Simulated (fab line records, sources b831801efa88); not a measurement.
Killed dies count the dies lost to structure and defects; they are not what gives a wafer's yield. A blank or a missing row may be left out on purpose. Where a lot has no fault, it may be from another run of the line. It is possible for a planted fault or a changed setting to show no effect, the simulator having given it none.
Which tool was responsible?    flow sky130    24 lots, 72 wafers sampled, at 5 steps of a route of 708

WHAT THE GAUGES SHOWED, per wafer
SKY_SD_N_RS_MEAS_16: the measuring method here is four-point-probe. Usual: SD_N_RS gives 68.61 ohm/sq (standard deviation 0.1).
lot   measured      on             SD_N_RS (ohm/sq)   flag
L074  day 28 03:59  film-metro-01  68.55 68.68 68.61  
L075  day 28 21:34  film-metro-03  68.53 68.61 68.58  
L076  day 29 09:13  film-metro-01  68.68 68.81 68.86  
L077  day 29 13:19  film-metro-04  68.71 68.45 68.65  
L078  day 29 13:43  film-metro-03  68.72 68.63 68.47  
L079  day 30 10:44  film-metro-03  68.57 68.71 68.64  
L080  day 31 05:04  film-metro-01  68.58 68.73 68.48  
L082  day 31 06:43  film-metro-04  68.43 68.46 68.56  
L081  day 31 10:36  film-metro-03  68.56 68.74 68.62  
L083  day 31 16:23  film-metro-04  68.46 68.50 68.70  
L084  day 32 00:41  film-metro-03  68.50 68.59 68.72  
L086  day 32 02:59  film-metro-03  68.57 68.58 68.52  
L087  day 32 06:45  film-metro-01  68.51 68.61 68.46  
L085  day 32 07:04  film-metro-03  68.81 68.67 68.55  
L088  day 32 19:21  film-metro-04  68.56 68.59 68.54  
L089  day 33 02:25  film-metro-03  68.56 68.72 68.70  
L090  day 33 05:56  film-metro-01  68.54 68.36 68.59  
L091  day 33 21:32  film-metro-04  68.63 68.69 68.65  
L092  day 34 05:25  film-metro-04  68.46 68.64 68.61  
L094  day 34 08:49  film-metro-03  68.57 68.58 68.76  
L093  day 34 10:58  film-metro-04  68.60 68.58 68.75  
L095  day 34 23:44  film-metro-04  68.71 68.55 68.58  
L096  day 35 00:37  film-metro-03  68.74 68.62 68.54  
L097  day 35 09:06  film-metro-03  68.54 68.56 68.41  

SKY_LI_CONTACT_CD_MEAS_12 targets a cd of 170 nm. Usual: cd-nm at 170.1 nm, with a standard deviation of 1.3.
lot   measured      on         cd-nm (nm)         flag
L074  day 29 09:44  cd-sem-02  169.7 170.3 170.3  
L075  day 30 01:40  cd-sem-01  168.7 169.0 168.6  
L076  day 30 15:29  cd-sem-02  170.9 170.0 169.9  
L077  day 30 18:41  cd-sem-02  169.0 169.6 168.7  
L078  day 30 19:27  cd-sem-02  169.8 169.5 170.6  
L079  day 31 15:02  cd-sem-02  168.2 169.6 168.9  
L080  day 32 08:36  cd-sem-01  171.9 169.8 170.7  
L082  day 32 11:01  cd-sem-02  172.1 169.5 170.3  
L081  day 32 14:57  cd-sem-01  169.1 169.9 170.1  
L083  day 32 19:44  cd-sem-02  171.5 170.0 170.1  
L084  day 33 07:54  cd-sem-01  171.5 170.3 170.0  
L086  day 33 09:05  cd-sem-01  168.8 172.2 169.6  
L087  day 33 10:43  cd-sem-02  169.7 168.8 170.5  
L085  day 33 11:05  cd-sem-01  168.0 169.8 169.9  
L088  day 33 22:49  cd-sem-02  170.6 169.1 169.7  
L089  day 34 06:42  cd-sem-01  171.6 173.0 171.9  
L090  day 34 09:33  cd-sem-02  168.8 168.7 169.0  
L091  day 35 01:21  cd-sem-02  170.6 171.5 170.4  
L092  day 35 08:57  cd-sem-01  167.4 168.2 168.3  
L094  day 35 11:53  cd-sem-01  171.5 171.8 171.0  
L093  day 35 14:50  cd-sem-01  170.4 170.3 172.3  
L095  day 36 03:08  cd-sem-02  168.6 167.8 167.0  
L096  day 36 04:16  cd-sem-02  172.2 171.5 170.9  
L097  day 36 12:14  cd-sem-01  169.5 167.9 167.6  

SKY_CONTACT_CD_MEAS_14 targets a cd of 170 nm. Usual: cd-nm at 170.3 nm, with a standard deviation of 1.6.
lot   measured      on         cd-nm (nm)         flag
L074  day 31 20:23  cd-sem-02  170.6 171.7 170.1  
L075  day 32 10:28  cd-sem-01  167.6 167.0 166.3  
L076  day 33 00:25  cd-sem-01  168.9 169.3 168.8  
L077  day 33 04:32  cd-sem-02  169.2 169.7 168.6  
L078  day 33 08:08  cd-sem-02  169.5 170.6 170.2  
L079  day 33 23:29  cd-sem-01  169.4 169.1 169.1  
L080  day 34 18:11  cd-sem-02  171.9 171.5 171.5  
L082  day 34 18:31  cd-sem-01  171.4 172.0 170.7  
L081  day 34 23:21  cd-sem-01  170.9 170.7 170.3  
L083  day 35 04:30  cd-sem-02  169.0 169.7 171.0  
L084  day 35 15:38  cd-sem-02  170.5 169.8 170.1  
L086  day 35 17:50  cd-sem-02  173.1 174.2 174.5  
L087  day 35 20:04  cd-sem-02  168.9 169.9 170.6  
L085  day 35 20:26  cd-sem-01  169.6 169.6 169.7  
L088  day 36 06:43  cd-sem-02  168.7 171.1 170.1  
L089  day 36 15:25  cd-sem-02  171.0 170.7 173.2  
L090  day 36 16:22  cd-sem-02  168.8 169.5 168.4  
L091  day 37 08:44  cd-sem-02  171.9 171.9 171.9  
L092  day 37 16:51  cd-sem-02  171.8 171.8 172.3  
L094  day 37 19:31  cd-sem-02  170.2 169.2 169.8  
L093  day 37 21:31  cd-sem-02  171.3 168.6 172.2  
L095  day 38 08:45  cd-sem-01  169.1 169.0 169.7  
L096  day 38 10:23  cd-sem-01  168.3 167.5 167.2  
L097  day 38 18:37  cd-sem-01  171.2 170.2 170.7  

SKY_METAL1_CD_MEAS_15 targets a cd of 140 nm. Usual: cd-nm at 139.8 nm, with a standard deviation of 1.8.
lot   measured      on         cd-nm (nm)         flag
L074  day 33 01:43  cd-sem-01  139.7 138.5 140.6  
L075  day 33 15:32  cd-sem-02  140.0 140.1 139.5  
L076  day 34 05:01  cd-sem-01  139.6 142.0 140.4  
L077  day 34 09:07  cd-sem-02  138.2 138.1 137.6  
L078  day 34 12:08  cd-sem-01  139.6 140.8 138.8  
L079  day 35 03:47  cd-sem-02  141.5 140.1 139.5  
L080  day 35 22:20  cd-sem-01  140.0 139.1 141.1  
L082  day 35 22:20  cd-sem-02  141.7 143.2 142.4  
L081  day 36 03:34  cd-sem-02  136.7 136.5 137.2  
L083  day 36 08:23  cd-sem-02  141.4 139.4 139.3  
L084  day 36 19:29  cd-sem-02  138.5 140.0 139.1  
L086  day 36 21:11  cd-sem-02  141.1 140.6 139.5  
L087  day 36 23:04  cd-sem-01  138.1 138.2 137.5  
L085  day 36 23:47  cd-sem-01  138.3 138.3 137.6  
L088  day 37 10:05  cd-sem-01  137.8 137.6 138.4  
L089  day 37 19:01  cd-sem-02  138.7 137.1 137.5  
L090  day 37 20:09  cd-sem-02  142.8 142.4 143.7  
L091  day 38 11:41  cd-sem-01  142.8 141.0 142.1  
L092  day 38 20:10  cd-sem-01  138.5 139.9 140.2  
L094  day 38 22:34  cd-sem-01  140.3 141.6 139.0  
L093  day 39 00:13  cd-sem-02  137.8 139.3 141.0  
L095  day 39 11:20  cd-sem-01  142.1 141.4 142.2  
L096  day 39 22:52  cd-sem-01  141.9 141.2 143.7  
L097  day 39 20:49  cd-sem-02  138.1 138.4 138.1  

TOOL THAT RAN EACH LOT (tool first, then ch and the chambers of the sampled wafers, then the start)
lot   SKY_CONTACT_STRIP_19
L074  plasma-asher-03 ch 0,1, day 31 20:38
L075  plasma-asher-01 ch 0,1, day 32 10:46
L076  plasma-asher-01 ch 0,1, day 33 00:43
L077  plasma-asher-03 ch 0,1, day 33 04:48
L078  plasma-asher-04 ch 0,1, day 33 08:24
L079  plasma-asher-01 ch 1, day 33 23:46
L080  plasma-asher-04 ch 1, day 34 18:28
L082  plasma-asher-01 ch 0,1, day 34 18:49
L081  plasma-asher-03 ch 0,1, day 34 23:38
L083  plasma-asher-01 ch 0,1, day 35 04:46
L084  plasma-asher-01 ch 0,1, day 35 15:55
L086  plasma-asher-04 ch 0,1, day 35 18:07
L087  plasma-asher-03 ch 0,1, day 35 20:22
L085  plasma-asher-01 ch 0,1, day 35 20:43
L088  plasma-asher-03 ch 0, day 36 07:04
L089  plasma-asher-04 ch 0,1, day 36 15:41
L090  plasma-asher-03 ch 0,1, day 36 16:39
L091  plasma-asher-03 ch 0,1, day 37 09:00
L092  plasma-asher-04 ch 0,1, day 37 17:08
L094  plasma-asher-01 ch 0,1, day 37 19:48
L093  plasma-asher-04 ch 0,1, day 37 21:49
L095  plasma-asher-03 ch 0,1, day 38 09:01
L096  plasma-asher-04 ch 0,1, day 38 10:40
L097  plasma-asher-01 ch 0, day 38 18:55
- SKY_CONTACT_STRIP_19: strips in O2/N2.

WHAT THE TOOLS THEMSELVES READ (means of the sampled wafers that have a number; where no wafer has one, the mark that the record gives instead)
SKY_CONTACT_STRIP_19. Usual: drypump-motor-current-A 5.9 A, standard deviation 0.39; oes-product-au 0.381 a.u., standard deviation 0.0048; strip-time-to-endpoint-s 3.630 s, standard deviation 0.028.
lot   tool             drypump-motor-current-A (A)  oes-product-au (a.u.)  strip-time-to-endpoint-s (s)  flag
L074  plasma-asher-03  6.2                          0.375                  3.635                         
L075  plasma-asher-01  6.0                          0.379                  3.632                         
L076  plasma-asher-01  6.0                          0.384                  3.648                         
L077  plasma-asher-03  6.2                          0.384                  3.581                         
L078  plasma-asher-04  5.8                          0.386                  3.635                         
L079  plasma-asher-01  6.2                          0.385                  3.619                         
L080  plasma-asher-04  5.4                          0.385                  3.643                         
L082  plasma-asher-01  6.0                          0.385                  3.650                         
L081  plasma-asher-03  6.2                          0.376                  3.631                         
L083  plasma-asher-01  5.7                          0.380                  3.659                         
L084  plasma-asher-01  6.0                          0.384                  3.605                         
L086  plasma-asher-04  5.6                          0.387                  3.615                         
L087  plasma-asher-03  6.3                          0.380                  3.614                         
L085  plasma-asher-01  6.0                          0.381                  3.655                         
L088  plasma-asher-03  6.5                          0.378                  3.650                         
L089  plasma-asher-04  5.6                          0.381                  3.645                         
L090  plasma-asher-03  6.2                          0.381                  3.634                         
L091  plasma-asher-03  6.4                          0.387                  3.630                         
L092  plasma-asher-04  5.6                          0.377                  3.619                         
L094  plasma-asher-01  6.0                          0.385                  3.636                         
L093  plasma-asher-04  5.8                          0.375                  3.589                         
L095  plasma-asher-03  6.2                          0.380                  3.611                         
L096  plasma-asher-04  5.6                          0.376                  3.648                         
L097  plasma-asher-01  5.5                          0.378                  3.641                         

THE ANSWER, worked out from the rows above alone
Rule: a lot is off if the mean of its wafers that have a number lies more than 3 standard deviations from the usual mean. A lot without any number at a reading at which 4 lots or more have one is off too. All remaining lots with rows at the step are treated as sound. The gauges are gone through in route order, then the tools' own readings, and for those a lot's mean is taken as printed above. The first step at which some lot is off is used, and at that step the reading that is off furthest; a lot without a number counts as furthest.
No lot is off at any reading shown: from this, nothing can be told.

WHAT THE SIMULATOR HAD INSERTED
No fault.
